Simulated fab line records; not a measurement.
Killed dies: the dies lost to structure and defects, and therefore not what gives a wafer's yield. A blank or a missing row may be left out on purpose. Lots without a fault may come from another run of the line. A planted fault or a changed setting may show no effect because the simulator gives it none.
fab line records / flow sky130 / part 2 of 2: steps 29 to 40 of 40
[record] lots = 5 wafers = 15 lastDay = 50
route steps=708 shown VIA1@461 METAL2@483
lots with no fault: from the same line, run without faults
startH: hours from the record's first day to the start of the lot's first wafer shown / waitH: time in hours since the lot's previous step / " repeats the value in the row above / L1.1+2: one row covering several wafers at once / - no value, or no start was given / * or withheld: withheld / < > ~ a bound
route shown NAME@n: a module of which the file shows steps, and the number in the route of the first / usual: mean and standard deviation over wafers with no fault / same: alike in all rows / chamber/n: place in a boat / sites: per-site readings / _std_site: how widely they spread, as a standard deviation / _edge_site: mean of outer sites minus mean of inner sites / radiusMm: for every site, how far away it sits from the centre of the wafer / mask NAME#n: copy n / behind: the most recent tool/chamber to have shaped the wafer / hold: the reason the lot was held/the length of the hold in hours/how it ended / device: transistor that didn't switch, given as n, p or np / end of line: the same wafers' tests at the end of the route / a step with no rows: only its recipe / killed: dies that structure and defects cost at the first sort, which is not the same as the wafer's yield / map: per-die view of a wafer (x killed, . not killed, _ where there is no die)
set.NAME: the setting as run; set.NAME@STEP: as run at that earlier step / model.NAME: the simulator's own value behind a step, which no gauge read
a table for each step, a row for each wafer; lots at some steps of the route
services: from which hour (startH, from the record's first day; less than 0 if before it) a tool's chamber was out of use, for how many hours, and why
[[steps]]
[step SKY_METAL2_THK_MEAS_06]
[recipe] thkMeasGauge = xrf reads = AlCu_of_METAL2_SPUTTER_02
[usual] METAL2_ALCU_THK = 251.9/2.8
lot.wafer=L075.2 tool=filmMetro-01 chamber=- startH=794.10 waitH=0.1 METAL2_ALCU_THK[nm]=251.6
lot.wafer=L075.3 tool=filmMetro-01 chamber=- startH=794.10 waitH=0.1 METAL2_ALCU_THK[nm]=255.4
lot.wafer=L075.6 tool=filmMetro-01 chamber=- startH=794.10 waitH=0.1 METAL2_ALCU_THK[nm]=254.5
lot.wafer=L077.4 tool=filmMetro-04 chamber=- startH=816.35 waitH=0.1 METAL2_ALCU_THK[nm]=253.9
lot.wafer=L077.5 tool=filmMetro-04 chamber=- startH=816.35 waitH=0.1 METAL2_ALCU_THK[nm]=250.9
lot.wafer=L077.6 tool=filmMetro-04 chamber=- startH=816.35 waitH=0.1 METAL2_ALCU_THK[nm]=251.3
lot.wafer=L085.1 tool=filmMetro-04 chamber=- startH=878.20 waitH=0.1 METAL2_ALCU_THK[nm]=254.1
lot.wafer=L085.2 tool=filmMetro-04 chamber=- startH=878.20 waitH=0.1 METAL2_ALCU_THK[nm]=253.8
lot.wafer=L085.5 tool=filmMetro-04 chamber=- startH=878.20 waitH=0.1 METAL2_ALCU_THK[nm]=254.2
lot.wafer=L089.4 tool=filmMetro-04 chamber=- startH=901.47 waitH=0.1 METAL2_ALCU_THK[nm]=254.0
lot.wafer=L089.5 tool=filmMetro-04 chamber=- startH=901.47 waitH=0.1 METAL2_ALCU_THK[nm]=250.5
lot.wafer=L089.6 tool=filmMetro-04 chamber=- startH=901.47 waitH=0.1 METAL2_ALCU_THK[nm]=251.9
lot.wafer=L097.2 tool=filmMetro-01 chamber=- startH=953.19 waitH=0.1 METAL2_ALCU_THK[nm]=255.6
lot.wafer=L097.5 tool=filmMetro-01 chamber=- startH=953.19 waitH=0.1 METAL2_ALCU_THK[nm]=255.7
lot.wafer=L097.6 tool=filmMetro-01 chamber=- startH=953.19 waitH=0.1 METAL2_ALCU_THK[nm]=252.2
[step SKY_METAL2_DEHYDRATE_07]
[recipe] tempC = 200 timeS = 60
[usual] plateTempC = 200.02/0.15
lot.wafer=L075.2 tool=lithoTrack-03 chamber=0 startH=806.64 waitH=12.5 plateTempC=199.95
lot.wafer=L075.3 tool=lithoTrack-03 chamber=0 startH=806.64 waitH=12.5 plateTempC=199.97
lot.wafer=L075.6 tool=lithoTrack-03 chamber=0 startH=806.64 waitH=12.5 plateTempC=199.79
lot.wafer=L077.4 tool=lithoTrack-02 chamber=0 startH=828.42 waitH=12.1 plateTempC=199.99
lot.wafer=L077.5 tool=lithoTrack-02 chamber=0 startH=828.42 waitH=12.1 plateTempC=200.02
lot.wafer=L077.6 tool=lithoTrack-02 chamber=0 startH=828.42 waitH=12.1 plateTempC=200.29
lot.wafer=L085.1 tool=lithoTrack-02 chamber=0 startH=889.60 waitH=11.4 plateTempC=200.12
lot.wafer=L085.2 tool=lithoTrack-02 chamber=0 startH=889.60 waitH=11.4 plateTempC=199.95
lot.wafer=L085.5 tool=lithoTrack-02 chamber=0 startH=889.60 waitH=11.4 plateTempC=200.13
lot.wafer=L089.4 tool=lithoTrack-03 chamber=0 startH=912.84 waitH=11.4 plateTempC=199.88
lot.wafer=L089.5 tool=lithoTrack-03 chamber=0 startH=912.84 waitH=11.4 plateTempC=199.82
lot.wafer=L089.6 tool=lithoTrack-03 chamber=0 startH=912.84 waitH=11.4 plateTempC=200.12
lot.wafer=L097.2 tool=lithoTrack-02 chamber=0 startH=964.62 waitH=11.4 plateTempC=199.92
lot.wafer=L097.5 tool=lithoTrack-02 chamber=0 startH=964.62 waitH=11.4 plateTempC=200.02
lot.wafer=L097.6 tool=lithoTrack-02 chamber=0 startH=964.62 waitH=11.4 plateTempC=199.87
[step SKY_METAL2_HMDS_08]
[recipe] primeTimeS = 60 primeTempC = 120
lot.wafer=L075.2+3+6 tool=lithoTrack-03 chamber=0 startH=806.79 waitH=0.1
lot.wafer=L077.4+5+6 tool=lithoTrack-02 chamber=0 startH=828.57 waitH=0.1
lot.wafer=L085.1+2+5 tool=lithoTrack-02 chamber=0 startH=889.75 waitH=0.1
lot.wafer=L089.4+5+6 tool=lithoTrack-03 chamber=0 startH=912.99 waitH=0.1
lot.wafer=L097.2+5+6 tool=lithoTrack-02 chamber=0 startH=964.77 waitH=0.1
[step SKY_METAL2_COAT_09]
[recipe] resist = BARC tempC = withheld timeS = withheld spinRpm = 3000 resistThkNm = 60
lot.wafer=L075.2+3+6 tool=lithoTrack-03 chamber=0 startH=806.94 waitH=0.1
lot.wafer=L077.4+5+6 tool=lithoTrack-02 chamber=0 startH=828.72 waitH=0.1
lot.wafer=L085.1+2+5 tool=lithoTrack-02 chamber=0 startH=889.90 waitH=0.1
lot.wafer=L089.4+5+6 tool=lithoTrack-03 chamber=0 startH=913.14 waitH=0.1
lot.wafer=L097.2+5+6 tool=lithoTrack-02 chamber=0 startH=964.92 waitH=0.1
[step SKY_METAL2_COAT_10]
[recipe] resist = KrF-thick spinRpm = 3000 resistThkNm = 450
lot.wafer=L075.2+3+6 tool=lithoTrack-03 chamber=0 startH=- waitH=-
lot.wafer=L077.4+5+6 tool=lithoTrack-02 chamber=0 startH=- waitH=-
lot.wafer=L085.1+2+5 tool=lithoTrack-02 chamber=0 startH=- waitH=-
lot.wafer=L089.4+5+6 tool=lithoTrack-03 chamber=0 startH=- waitH=-
lot.wafer=L097.2+5+6 tool=lithoTrack-02 chamber=0 startH=- waitH=-
[step SKY_METAL2_SOFTBAKE_11]
[recipe] tempC = 100 timeS = 90 resist = KrF-thick
[usual] plateTempC = 100.00/0.13
lot.wafer=L075.2 tool=lithoTrack-03 chamber=0 startH=- waitH=- plateTempC=99.92
lot.wafer=L075.3 tool=lithoTrack-03 chamber=0 startH=- waitH=- plateTempC=99.98
lot.wafer=L075.6 tool=lithoTrack-03 chamber=0 startH=- waitH=- plateTempC=99.83
lot.wafer=L077.4 tool=lithoTrack-02 chamber=0 startH=- waitH=- plateTempC=99.97
lot.wafer=L077.5 tool=lithoTrack-02 chamber=0 startH=- waitH=- plateTempC=100.20
lot.wafer=L077.6 tool=lithoTrack-02 chamber=0 startH=- waitH=- plateTempC=99.90
lot.wafer=L085.1 tool=lithoTrack-02 chamber=0 startH=- waitH=- plateTempC=99.78
lot.wafer=L085.2 tool=lithoTrack-02 chamber=0 startH=- waitH=- plateTempC=99.92
lot.wafer=L085.5 tool=lithoTrack-02 chamber=0 startH=- waitH=- plateTempC=99.95
lot.wafer=L089.4 tool=lithoTrack-03 chamber=0 startH=- waitH=- plateTempC=100.21
lot.wafer=L089.5 tool=lithoTrack-03 chamber=0 startH=- waitH=- plateTempC=100.01
lot.wafer=L089.6 tool=lithoTrack-03 chamber=0 startH=- waitH=- plateTempC=100.11
lot.wafer=L097.2 tool=lithoTrack-02 chamber=0 startH=- waitH=- plateTempC=100.11
lot.wafer=L097.5 tool=lithoTrack-02 chamber=0 startH=- waitH=- plateTempC=99.84
lot.wafer=L097.6 tool=lithoTrack-02 chamber=0 startH=- waitH=- plateTempC=99.85
[step SKY_METAL2_EXPOSE_12]
[recipe] maskId = MM2 na = 0.8 sourceShape = annular sigmaInner = 0.55 sigmaOuter = 0.85 targetCdNm = 140 doseMj = 28
[usual] stageVelMmS = 500.02/0.27
[same] sigmaOuter = 0.85
lot.wafer=L075.2 tool=krfScanner-02 chamber=0 startH=- waitH=- mask=MM2#0 stageVelMmS=499.93
lot.wafer=L075.3 tool=krfScanner-02 chamber=0 startH=- waitH=- mask=MM2#0 stageVelMmS=500.38
lot.wafer=L075.6 tool=krfScanner-02 chamber=0 startH=- waitH=- mask=MM2#0 stageVelMmS=500.44
lot.wafer=L077.4 tool=krfScanner-01 chamber=0 startH=- waitH=- mask=MM2#0 stageVelMmS=500.06
lot.wafer=L077.5 tool=krfScanner-01 chamber=0 startH=- waitH=- mask=MM2#0 stageVelMmS=499.77
lot.wafer=L077.6 tool=krfScanner-01 chamber=0 startH=- waitH=- mask=MM2#0 stageVelMmS=499.86
lot.wafer=L085.1 tool=krfScanner-01 chamber=0 startH=- waitH=- mask=MM2#0 stageVelMmS=500.36
lot.wafer=L085.2 tool=krfScanner-01 chamber=0 startH=- waitH=- mask=MM2#0 stageVelMmS=499.63
lot.wafer=L085.5 tool=krfScanner-01 chamber=0 startH=- waitH=- mask=MM2#0 stageVelMmS=500.10
lot.wafer=L089.4 tool=krfScanner-02 chamber=0 startH=- waitH=- mask=MM2#0 stageVelMmS=500.33
lot.wafer=L089.5 tool=krfScanner-02 chamber=0 startH=- waitH=- mask=MM2#0 stageVelMmS=499.88
lot.wafer=L089.6 tool=krfScanner-02 chamber=0 startH=- waitH=- mask=MM2#0 stageVelMmS=500.05
lot.wafer=L097.2 tool=krfScanner-02 chamber=0 startH=- waitH=- mask=MM2#0 stageVelMmS=499.86
lot.wafer=L097.5 tool=krfScanner-02 chamber=0 startH=- waitH=- mask=MM2#0 stageVelMmS=499.82
lot.wafer=L097.6 tool=krfScanner-02 chamber=0 startH=- waitH=- mask=MM2#0 stageVelMmS=499.98
[step SKY_METAL2_PEB_13]
[recipe] pebTempC = withheld pebTimeS = withheld resist = KrF-thick
lot.wafer=L075.2+3+6 tool=lithoTrack-02 chamber=0 startH=- waitH=-
lot.wafer=L077.4+5+6 tool=lithoTrack-03 chamber=0 startH=- waitH=-
lot.wafer=L085.1+2+5 tool=lithoTrack-02 chamber=0 startH=- waitH=-
lot.wafer=L089.4+5+6 tool=lithoTrack-03 chamber=0 startH=- waitH=-
lot.wafer=L097.2+5+6 tool=lithoTrack-03 chamber=0 startH=- waitH=-
[step SKY_METAL2_DEVELOP_14]
[recipe] developTimeS = 60 resist = KrF-thick devTempC = 21
lot.wafer=L075.2+3+6 tool=lithoTrack-02 chamber=0 startH=- waitH=-
lot.wafer=L077.4+5+6 tool=lithoTrack-03 chamber=0 startH=- waitH=-
lot.wafer=L085.1+2+5 tool=lithoTrack-02 chamber=0 startH=- waitH=-
lot.wafer=L089.4+5+6 tool=lithoTrack-03 chamber=0 startH=- waitH=-
lot.wafer=L097.2+5+6 tool=lithoTrack-03 chamber=0 startH=- waitH=-
[step SKY_METAL2_CD_MEAS_15]
[recipe] targetCdNm = 140
[usual] cdNm = 139.7/1.8
lot.wafer=L075.2 tool=cdSem-01 chamber=- startH=820.36 waitH=- cdNm=141.9
lot.wafer=L075.3 tool=cdSem-01 chamber=- startH=820.36 waitH=- cdNm=143.1
lot.wafer=L075.6 tool=cdSem-01 chamber=- startH=820.36 waitH=- cdNm=142.4
lot.wafer=L077.4 tool=cdSem-01 chamber=- startH=842.42 waitH=- cdNm=139.8
lot.wafer=L077.5 tool=cdSem-01 chamber=- startH=842.42 waitH=- cdNm=139.6
lot.wafer=L077.6 tool=cdSem-01 chamber=- startH=842.42 waitH=- cdNm=138.8
lot.wafer=L085.1 tool=cdSem-01 chamber=- startH=903.10 waitH=- cdNm=137.7
lot.wafer=L085.2 tool=cdSem-01 chamber=- startH=903.10 waitH=- cdNm=135.9
lot.wafer=L085.5 tool=cdSem-01 chamber=- startH=903.10 waitH=- cdNm=137.1
lot.wafer=L089.4 tool=cdSem-02 chamber=- startH=925.82 waitH=- cdNm=140.3
lot.wafer=L089.5 tool=cdSem-02 chamber=- startH=925.82 waitH=- cdNm=141.0
lot.wafer=L089.6 tool=cdSem-02 chamber=- startH=925.82 waitH=- cdNm=140.9
lot.wafer=L097.2 tool=cdSem-01 chamber=- startH=977.78 waitH=- cdNm=139.3
lot.wafer=L097.5 tool=cdSem-01 chamber=- startH=977.78 waitH=- cdNm=139.7
lot.wafer=L097.6 tool=cdSem-01 chamber=- startH=977.78 waitH=- cdNm=140.2
[step SKY_METAL2_OVL_MEAS_16]
[usual] METAL2_OVL = 0/4.6
lot.wafer=L075.2 tool=overlay-02 chamber=- startH=820.47 waitH=0.1 METAL2_OVL[nm]=8
lot.wafer=L075.3 tool=overlay-02 chamber=- startH=820.47 waitH=0.1 METAL2_OVL[nm]=9
lot.wafer=L075.6 tool=overlay-02 chamber=- startH=820.47 waitH=0.1 METAL2_OVL[nm]=3
lot.wafer=L077.4 tool=overlay-02 chamber=- startH=842.50 waitH=0.1 METAL2_OVL[nm]=-2
lot.wafer=L077.5 tool=overlay-02 chamber=- startH=842.50 waitH=0.1 METAL2_OVL[nm]=2
lot.wafer=L077.6 tool=overlay-02 chamber=- startH=842.50 waitH=0.1 METAL2_OVL[nm]=-2
lot.wafer=L085.1 tool=overlay-02 chamber=- startH=903.22 waitH=0.1 METAL2_OVL[nm]=1
lot.wafer=L085.2 tool=overlay-02 chamber=- startH=903.22 waitH=0.1 METAL2_OVL[nm]=-6
lot.wafer=L085.5 tool=overlay-02 chamber=- startH=903.22 waitH=0.1 METAL2_OVL[nm]=-3
lot.wafer=L089.4 tool=overlay-01 chamber=- startH=925.90 waitH=0.1 METAL2_OVL[nm]=-7
lot.wafer=L089.5 tool=overlay-01 chamber=- startH=925.90 waitH=0.1 METAL2_OVL[nm]=-10
lot.wafer=L089.6 tool=overlay-01 chamber=- startH=925.90 waitH=0.1 METAL2_OVL[nm]=-6
lot.wafer=L097.2 tool=overlay-02 chamber=- startH=977.89 waitH=0.1 METAL2_OVL[nm]=10
lot.wafer=L097.5 tool=overlay-02 chamber=- startH=977.89 waitH=0.1 METAL2_OVL[nm]=2
lot.wafer=L097.6 tool=overlay-02 chamber=- startH=977.89 waitH=0.1 METAL2_OVL[nm]=7
[step SKY_METAL2_DESCUM_17]
[recipe] chemistry = O2 sourcePowerW = 150 biasPowerW = 0 pressureMtorr = 10 tempC = 40 timeS = 8
[usual] drypumpMotorCurrentA = 5.7/0.44 oesProductAu = 0.996/0.0082
lot.wafer=L075.2 tool=rieMetal-04 chamber=1 startH=820.50 waitH=0.0 drypumpMotorCurrentA=5.7 oesProductAu=1.002 rfHoursCounterH=2
lot.wafer=L075.3 tool=rieMetal-04 chamber=1 startH=820.50 waitH=0.0 drypumpMotorCurrentA=5.7 oesProductAu=0.996 rfHoursCounterH=-
lot.wafer=L075.6 tool=rieMetal-04 chamber=1 startH=820.50 waitH=0.0 drypumpMotorCurrentA=5.7 oesProductAu=0.990 rfHoursCounterH=-
lot.wafer=L077.4 tool=rieMetal-03 chamber=0 startH=842.53 waitH=0.0 drypumpMotorCurrentA=5.5 oesProductAu=0.984 rfHoursCounterH=-
lot.wafer=L077.5 tool=rieMetal-03 chamber=1 startH=842.53 waitH=0.0 drypumpMotorCurrentA=6.4 oesProductAu=1.004 rfHoursCounterH=-
lot.wafer=L077.6 tool=rieMetal-03 chamber=0 startH=842.53 waitH=0.0 drypumpMotorCurrentA=5.5 oesProductAu=0.988 rfHoursCounterH=-
lot.wafer=L085.1 tool=rieMetal-04 chamber=1 startH=903.25 waitH=0.0 drypumpMotorCurrentA=5.7 oesProductAu=0.989 rfHoursCounterH=5
lot.wafer=L085.2 tool=rieMetal-04 chamber=0 startH=903.25 waitH=0.0 drypumpMotorCurrentA=5.1 oesProductAu=0.986 rfHoursCounterH=10
lot.wafer=L085.5 tool=rieMetal-04 chamber=0 startH=903.25 waitH=0.0 drypumpMotorCurrentA=5.1 oesProductAu=1.001 rfHoursCounterH=-
lot.wafer=L089.4 tool=rieMetal-02 chamber=0 startH=925.93 waitH=0.0 drypumpMotorCurrentA=6.2 oesProductAu=1.000 rfHoursCounterH=-
lot.wafer=L089.5 tool=rieMetal-02 chamber=1 startH=925.93 waitH=0.0 drypumpMotorCurrentA=5.8 oesProductAu=1.002 rfHoursCounterH=-
lot.wafer=L089.6 tool=rieMetal-02 chamber=0 startH=925.93 waitH=0.0 drypumpMotorCurrentA=6.2 oesProductAu=1.002 rfHoursCounterH=-
lot.wafer=L097.2 tool=rieMetal-04 chamber=1 startH=977.92 waitH=0.0 drypumpMotorCurrentA=5.7 oesProductAu=0.997 rfHoursCounterH=10
lot.wafer=L097.5 tool=rieMetal-04 chamber=0 startH=977.92 waitH=0.0 drypumpMotorCurrentA=5.1 oesProductAu=0.992 rfHoursCounterH=-
lot.wafer=L097.6 tool=rieMetal-04 chamber=1 startH=977.92 waitH=0.0 drypumpMotorCurrentA=5.7 oesProductAu=0.999 rfHoursCounterH=-
[[services]]
tool=krfScanner-02 chamber=- startH=769.66 hours=1.0 kind=pm
tool=rieDiel-02 chamber=- startH=785.69 hours=0.5 kind=repair
tool=rieDiel-02 chamber=3 startH=792.85 hours=4.8 kind=repair
tool=krfScanner-02 chamber=- startH=816.76 hours=1.3 kind=pm
tool=krfScanner-01 chamber=- startH=824.64 hours=3.6 kind=pm
tool=pvdSputter-02 chamber=- startH=837.70 hours=4.5 kind=repair
tool=pvdSputter-02 chamber=- startH=839.46 hours=16.7 kind=repair
tool=rieDiel-01 chamber=1 startH=839.89 hours=2.3 kind=repair
tool=krfScanner-01 chamber=- startH=845.80 hours=0.8 kind=pm
tool=rieDiel-01 chamber=2 startH=846.44 hours=1.2 kind=repair
tool=krfScanner-01 chamber=- startH=847.57 hours=1.3 kind=pm
tool=krfScanner-01 chamber=- startH=851.05 hours=1.0 kind=pm
tool=pvdSputter-02 chamber=- startH=875.26 hours=0.9 kind=repair
tool=krfScanner-02 chamber=- startH=887.21 hours=0.8 kind=pm
tool=pvdSputter-02 chamber=- startH=899.75 hours=14.9 kind=repair
tool=rieDiel-01 chamber=1 startH=913.32 hours=3.2 kind=repair
tool=rieDiel-01 chamber=2 startH=913.47 hours=8.1 kind=repair
tool=rieDiel-01 chamber=3 startH=919.15 hours=2.7 kind=repair
tool=rieDiel-01 chamber=1 startH=922.89 hours=17.5 kind=repair
tool=rieDiel-01 chamber=3 startH=928.37 hours=6.5 kind=repair
tool=krfScanner-02 chamber=- startH=938.66 hours=1.0 kind=pm
tool=krfScanner-01 chamber=- startH=939.43 hours=1.8 kind=repair
tool=pvdSputter-04 chamber=- startH=957.61 hours=5.4 kind=repair
tool=pvdSputter-02 chamber=- startH=977.21 hours=2.0 kind=repair
